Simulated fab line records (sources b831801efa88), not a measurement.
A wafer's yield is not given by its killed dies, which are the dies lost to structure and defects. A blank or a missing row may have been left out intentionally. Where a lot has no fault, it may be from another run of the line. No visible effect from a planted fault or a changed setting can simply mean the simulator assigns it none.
Which of the tools did it? + flow gf180mcu + 24 lots with 72 wafers sampled at 6 steps, on a route of 602 steps

WHAT THE GAUGES SHOWED, per wafer
GF_STI_THK_MEAS_22. Usual: for STI_OXIDATION_01_THK the level is 15.02 nm and the standard deviation is 0.28.
| lot  | measured    | on            | STI_OXIDATION_01_THK (nm) | flag |
|------|-------------|---------------|---------------------------|------|
| L074 | day 2 04:19 | film-metro-04 | 14.88 15.05 15.05         |      |
| L075 | day 2 10:16 | film-metro-04 | 14.76 14.58 14.57         |      |
| L076 | day 2 16:30 | film-metro-04 | 15.48 15.44 15.30         |      |
| L077 | day 2 18:20 | film-metro-03 | 15.02 14.86 14.94         |      |
| L078 | day 3 02:17 | film-metro-03 | 15.19 15.04 15.11         |      |
| L079 | day 3 04:49 | film-metro-04 | 14.69 14.56 14.68         |      |
| L080 | day 3 11:22 | film-metro-04 | 15.24 15.01 15.29         |      |
| L081 | day 3 16:02 | film-metro-01 | 15.31 15.11 15.20         |      |
| L082 | day 3 20:25 | film-metro-04 | 15.33 15.37 15.61         |      |
| L083 | day 4 02:36 | film-metro-01 | 15.05 15.05 15.10         |      |
| L084 | day 4 07:00 | film-metro-04 | 14.85 15.12 15.04         |      |
| L085 | day 4 13:41 | film-metro-01 | 15.23 15.10 15.09         |      |
| L086 | day 4 17:40 | film-metro-04 | 15.14 15.04 15.13         |      |
| L087 | day 4 22:07 | film-metro-01 | 14.85 14.88 15.02         |      |
| L088 | day 5 06:23 | film-metro-03 | 14.70 14.64 14.85         |      |
| L089 | day 5 08:41 | film-metro-01 | 15.38 14.96 15.25         |      |
| L090 | day 5 14:56 | film-metro-04 | 15.02 15.08 15.02         |      |
| L091 | day 5 23:05 | film-metro-04 | 15.24 15.14 14.84         |      |
| L092 | day 6 03:03 | film-metro-04 | 14.89 15.25 14.70         |      |
| L093 | day 6 10:40 | film-metro-01 | 15.19 15.18 14.91         |      |
| L094 | day 6 14:04 | film-metro-04 | 15.20 15.14 15.41         |      |
| L095 | day 6 21:02 | film-metro-01 | 14.80 14.99 14.99         |      |
| L097 | day 7 02:05 | film-metro-03 | 14.73 14.39 14.42         |      |
| L096 | day 7 03:13 | film-metro-04 | 14.71 14.94 14.87         |      |

GF_CONTACT_THK_MEAS_03. Usual: for CONTACT_CVD_02_THK the level is 861 nm and the standard deviation is 12.
| lot  | measured     | on            | CONTACT_CVD_02_THK (nm) | flag |
|------|--------------|---------------|-------------------------|------|
| L074 | day 15 06:57 | film-metro-03 | 867 856 863             |      |
| L075 | day 15 16:58 | film-metro-03 | 850 848 857             |      |
| L076 | day 15 21:34 | film-metro-02 | 835 847 874             |      |
| L077 | day 16 11:12 | film-metro-01 | 856 845 848             |      |
| L078 | day 16 15:06 | film-metro-02 | 841 855 864             |      |
| L079 | day 16 19:44 | film-metro-03 | 855 880 895             |      |
| L080 | day 17 05:56 | film-metro-02 | 845 843 861             |      |
| L081 | day 17 20:43 | film-metro-01 | 855 843 879             |      |
| L082 | day 17 22:36 | film-metro-01 | 850 856 876             |      |
| L083 | day 18 08:23 | film-metro-03 | 860 842 855             |      |
| L084 | day 19 00:01 | film-metro-01 | 845 855 866             |      |
| L085 | day 19 04:35 | film-metro-01 | 870 878 860             |      |
| L086 | day 19 14:48 | film-metro-03 | 850 878 859             |      |
| L087 | day 19 21:11 | film-metro-02 | 872 871 858             |      |
| L088 | day 20 08:00 | film-metro-01 | 867 854 877             |      |
| L089 | day 20 16:52 | film-metro-01 | 867 879 857             |      |
| L090 | day 21 04:32 | film-metro-01 | 851 848 860             |      |
| L091 | day 22 04:16 | film-metro-03 | 853 858 849             |      |
| L092 | day 22 04:34 | film-metro-03 | 863 854 871             |      |
| L093 | day 22 12:56 | film-metro-03 | 847 826 844             |      |
| L094 | day 22 15:37 | film-metro-01 | 853 858 868             |      |
| L095 | day 22 22:59 | film-metro-03 | 857 857 856             |      |
| L097 | day 23 09:25 | film-metro-03 | 856 855 861             |      |
| L096 | day 23 11:47 | film-metro-03 | 869 889 883             |      |

GF_M3_THK_MEAS_06: measures by xrf. Usual: for M3_ALCU_THK the level is 453 nm and the standard deviation is 6.1.
| lot  | measured     | on            | M3_ALCU_THK (nm) | flag |
|------|--------------|---------------|------------------|------|
| L074 | day 20 11:00 | film-metro-01 | 455 453 456      |      |
| L075 | day 20 21:55 | film-metro-04 | 459 456 454      |      |
| L076 | day 21 03:33 | film-metro-04 | 458 445 455      |      |
| L077 | day 21 16:43 | film-metro-04 | 460 447 457      |      |
| L078 | day 21 21:43 | film-metro-04 | 457 457 465      |      |
| L079 | day 22 02:43 | film-metro-04 | 454 455 447      |      |
| L080 | day 22 13:03 | film-metro-02 | 457 455 461      |      |
| L081 | day 23 03:47 | film-metro-04 | 454 450 457      |      |
| L082 | day 23 06:31 | film-metro-02 | 442 449 455      |      |
| L083 | day 23 15:13 | film-metro-02 | 454 457 450      |      |
| L084 | day 24 06:04 | film-metro-01 | 453 451 459      |      |
| L085 | day 24 09:23 | film-metro-04 | 460 451 456      |      |
| L086 | day 24 19:51 | film-metro-04 | 454 448 444      |      |
| L087 | day 25 01:34 | film-metro-01 | 458 459 451      |      |
| L088 | day 25 09:48 | film-metro-01 | 462 467 460      |      |
| L089 | day 25 15:58 | film-metro-02 | 463 449 460      |      |
| L090 | day 26 05:23 | film-metro-04 | 448 454 438      |      |
| L091 | day 27 01:26 | film-metro-04 | 443 448 459      |      |
| L092 | day 27 02:25 | film-metro-04 | 448 452 448      |      |
| L093 | day 27 09:29 | film-metro-04 | 452 449 446      |      |
| L094 | day 27 12:28 | film-metro-02 | 450 457 458      |      |
| L095 | day 27 18:41 | film-metro-04 | 453 442 454      |      |
| L097 | day 28 03:40 | film-metro-04 | 443 451 452      |      |
| L096 | day 28 05:19 | film-metro-02 | 455 455 445      |      |

GF_MIM_RS_MEAS_10: the measuring method here is four-point-probe. Usual: for MIM_ALCU_RS the level is 0.1603 ohm/sq and the standard deviation is 0.002.
| lot  | measured     | on            | MIM_ALCU_RS (ohm/sq) | flag |
|------|--------------|---------------|----------------------|------|
| L074 | day 24 12:52 | film-metro-02 | 0.1616 0.1588 0.1585 |      |
| L075 | day 25 01:00 | film-metro-04 | 0.1601 0.1582 0.1587 |      |
| L076 | day 25 03:55 | film-metro-02 | 0.1616 0.1569 0.1621 |      |
| L077 | day 25 15:23 | film-metro-04 | 0.1617 0.1602 0.1641 |      |
| L078 | day 25 21:15 | film-metro-01 | 0.1622 0.1594 0.1610 |      |
| L079 | day 26 00:51 | film-metro-01 | 0.1618 0.1645 0.1630 |      |
| L080 | day 26 11:42 | film-metro-04 | 0.1588 0.1580 0.1571 |      |
| L081 | day 27 00:54 | film-metro-02 | 0.1612 0.1575 0.1602 |      |
| L082 | day 27 03:26 | film-metro-01 | 0.1582 0.1573 0.1585 |      |
| L083 | day 27 12:04 | film-metro-01 | 0.1558 0.1582 0.1603 |      |
| L084 | day 27 23:24 | film-metro-04 | 0.1608 0.1660 0.1608 |      |
| L085 | day 28 03:50 | film-metro-01 | 0.1635 0.1599 0.1606 |      |
| L086 | day 28 12:59 | film-metro-01 | 0.1591 0.1636 0.1599 |      |
| L087 | day 28 17:11 | film-metro-02 | 0.1595 0.1583 0.1615 |      |
| L088 | day 29 01:21 | film-metro-02 | 0.1609 0.1649 0.1610 |      |
| L089 | day 29 06:02 | film-metro-02 | 0.1599 0.1600 0.1588 |      |
| L090 | day 29 17:28 | film-metro-04 | 0.1618 0.1589 0.1609 |      |
| L091 | day 30 12:07 | film-metro-01 | 0.1589 0.1598 0.1583 |      |
| L092 | day 30 13:50 | film-metro-02 | 0.1581 0.1578 0.1567 |      |
| L093 | day 30 20:05 | film-metro-02 | 0.1619 0.1582 0.1623 |      |
| L094 | day 30 21:31 | film-metro-02 | 0.1584 0.1602 0.1593 |      |
| L095 | day 31 01:50 | film-metro-04 | 0.1605 0.1607 0.1578 |      |
| L097 | day 31 11:43 | film-metro-04 | 0.1602 0.1598 0.1631 |      |
| L096 | day 31 13:23 | film-metro-04 | 0.1604 0.1608 0.1583 |      |

GF_V5_THK_MEAS_03. Usual: for V5_CVD_02_THK the level is 1453 nm and the standard deviation is 21.
| lot  | measured     | on            | V5_CVD_02_THK (nm) | flag |
|------|--------------|---------------|--------------------|------|
| L074 | day 26 08:43 | film-metro-03 | 1454 1479 1494     |      |
| L075 | day 26 19:08 | film-metro-04 | 1439 1452 1451     |      |
| L076 | day 26 23:02 | film-metro-01 | 1438 1441 1463     |      |
| L077 | day 27 11:10 | film-metro-01 | 1456 1437 1448     |      |
| L078 | day 27 15:56 | film-metro-01 | 1393 1441 1467     |      |
| L079 | day 27 18:59 | film-metro-04 | 1428 1457 1439     |      |
| L080 | day 28 05:50 | film-metro-03 | 1461 1443 1465     |      |
| L081 | day 28 17:20 | film-metro-04 | 1436 1421 1433     |      |
| L082 | day 28 19:44 | film-metro-04 | 1438 1440 1468     |      |
| L083 | day 29 04:38 | film-metro-01 | 1438 1446 1474     |      |
| L084 | day 29 14:57 | film-metro-01 | 1434 1469 1478     |      |
| L085 | day 29 18:56 | film-metro-04 | 1448 1460 1456     |      |
| L086 | day 30 03:10 | film-metro-03 | 1459 1472 1472     |      |
| L087 | day 30 07:50 | film-metro-04 | 1437 1445 1443     |      |
| L088 | day 30 16:03 | film-metro-04 | 1438 1386 1466     |      |
| L089 | day 30 20:05 | film-metro-01 | 1465 1453 1462     |      |
| L090 | day 31 06:25 | film-metro-04 | 1437 1436 1464     |      |
| L091 | day 32 00:04 | film-metro-04 | 1399 1454 1429     |      |
| L092 | day 32 01:24 | film-metro-04 | 1426 1434 1473     |      |
| L093 | day 32 08:24 | film-metro-01 | 1415 1439 1474     |      |
| L094 | day 32 08:51 | film-metro-04 | 1469 1477 1481     |      |
| L095 | day 32 13:36 | film-metro-03 | 1436 1430 1449     |      |
| L097 | day 32 21:47 | film-metro-01 | 1455 1480 1473     |      |
| L096 | day 33 00:13 | film-metro-01 | 1444 1488 1425     |      |

WHICH TOOL RAN EACH LOT (tool, then ch and the chambers of the sampled wafers, then the start)
| lot  | GF_V3_STRIP_18                       |
|------|--------------------------------------|
| L074 | plasma-asher-03 ch 0,1, day 22 10:58 |
| L075 | plasma-asher-04 ch 0,1, day 22 23:17 |
| L076 | plasma-asher-03 ch 0,1, day 23 03:21 |
| L077 | plasma-asher-01 ch 0,1, day 23 15:58 |
| L078 | plasma-asher-03 ch 0,1, day 23 21:49 |
| L079 | plasma-asher-03 ch 1, day 24 01:14   |
| L080 | plasma-asher-03 ch 0,1, day 24 12:47 |
| L081 | plasma-asher-01 ch 0,1, day 25 01:35 |
| L082 | plasma-asher-01 ch 0,1, day 25 04:01 |
| L083 | plasma-asher-03 ch 0,1, day 25 13:08 |
| L084 | plasma-asher-01 ch 0,1, day 26 02:58 |
| L085 | plasma-asher-01 ch 0,1, day 26 05:53 |
| L086 | plasma-asher-04 ch 1, day 26 15:19   |
| L087 | plasma-asher-04 ch 0,1, day 26 20:49 |
| L088 | plasma-asher-03 ch 0,1, day 27 05:32 |
| L089 | plasma-asher-01 ch 0,1, day 27 11:28 |
| L090 | plasma-asher-03 ch 0,1, day 27 22:40 |
| L091 | plasma-asher-04 ch 0,1, day 28 18:08 |
| L092 | plasma-asher-04 ch 0,1, day 28 19:50 |
| L093 | plasma-asher-01 ch 0, day 29 02:04   |
| L094 | plasma-asher-01 ch 0,1, day 29 03:48 |
| L095 | plasma-asher-04 ch 0,1, day 29 09:14 |
| L097 | plasma-asher-03 ch 0,1, day 29 18:46 |
| L096 | plasma-asher-01 ch 0,1, day 29 20:43 |
- GF_V3_STRIP_18: strips in O2/N2.

WHAT THE TOOLS THEMSELVES READ (means of the sampled wafers that have a number; where no wafer has one, the mark that the record gives instead)
GF_V3_STRIP_18. Usual: drypump-motor-current-A 5.9 A, standard deviation 0.38; heater-power-w 350 W, standard deviation 56; oes-product-au 0.593 a.u., standard deviation 0.0054; platen-temp-c 249.99 C, standard deviation 0.18.
| lot  | tool            | drypump-motor-current-A (A) | heater-power-w (W) | oes-product-au (a.u.) | platen-temp-c (C) | flag |
|------|-----------------|-----------------------------|--------------------|-----------------------|-------------------|------|
| L074 | plasma-asher-03 | 5.9                         | 334                | 0.595                 | 249.81            |      |
| L075 | plasma-asher-04 | 6.4                         | 305                | 0.591                 | 249.84            |      |
| L076 | plasma-asher-03 | 5.9                         | 338                | 0.593                 | 250.04            |      |
| L077 | plasma-asher-01 | 5.6                         | 359                | 0.596                 | 250.07            |      |
| L078 | plasma-asher-03 | 5.9                         | 338                | 0.595                 | 249.88            |      |
| L079 | plasma-asher-03 | 5.8                         | 370                | 0.595                 | 250.16            |      |
| L080 | plasma-asher-03 | 5.9                         | 339                | 0.596                 | 249.92            |      |
| L081 | plasma-asher-01 | 5.5                         | 402                | 0.589                 | 250.19            |      |
| L082 | plasma-asher-01 | 5.6                         | 355                | 0.590                 | 250.06            |      |
| L083 | plasma-asher-03 | 5.9                         | 333                | 0.598                 | 250.03            |      |
| L084 | plasma-asher-01 | 5.5                         | 410                | 0.594                 | 249.86            |      |
| L085 | plasma-asher-01 | 5.5                         | 399                | 0.595                 | 250.11            |      |
| L086 | plasma-asher-04 | 6.2                         | 288                | 0.595                 | 250.06            |      |
| L087 | plasma-asher-04 | 6.5                         | 319                | 0.590                 | 250.15            |      |
| L088 | plasma-asher-03 | 5.8                         | 353                | 0.592                 | 250.18            |      |
| L089 | plasma-asher-01 | 5.6                         | 359                | 0.593                 | 249.95            |      |
| L090 | plasma-asher-03 | 5.9                         | 333                | 0.593                 | 249.81            |      |
| L091 | plasma-asher-04 | 6.4                         | 301                | 0.592                 | 250.01            |      |
| L092 | plasma-asher-04 | 6.5                         | 317                | 0.595                 | 250.06            |      |
| L093 | plasma-asher-01 | 5.7                         | 312                | 0.596                 | 249.98            |      |
| L094 | plasma-asher-01 | 5.6                         | 352                | 0.588                 | 249.88            |      |
| L095 | plasma-asher-04 | 6.4                         | 302                | 0.594                 | 249.88            |      |
| L097 | plasma-asher-03 | 5.9                         | 334                | 0.591                 | 250.01            |      |
| L096 | plasma-asher-01 | 5.6                         | 364                | 0.588                 | 250.01            |      |

THE ANSWER, worked out from the rows above alone
Rule: take the mean of a lot's wafers that have a number; if it is more than 3 standard deviations from the usual mean, the lot is off. Also off: a lot with no number at a reading for which 4 or more lots have one. The other lots that the step has rows for count as sound. Order of review: gauges by route order, followed by the tools' own readings, for which a lot's mean as printed above is used. The first step at which some lot is off is used, and at that step the reading that is off furthest; a lot without a number counts as furthest.
Nothing can be told from this: no lot is off at any reading shown.

WHAT THE SIMULATOR PUT IN
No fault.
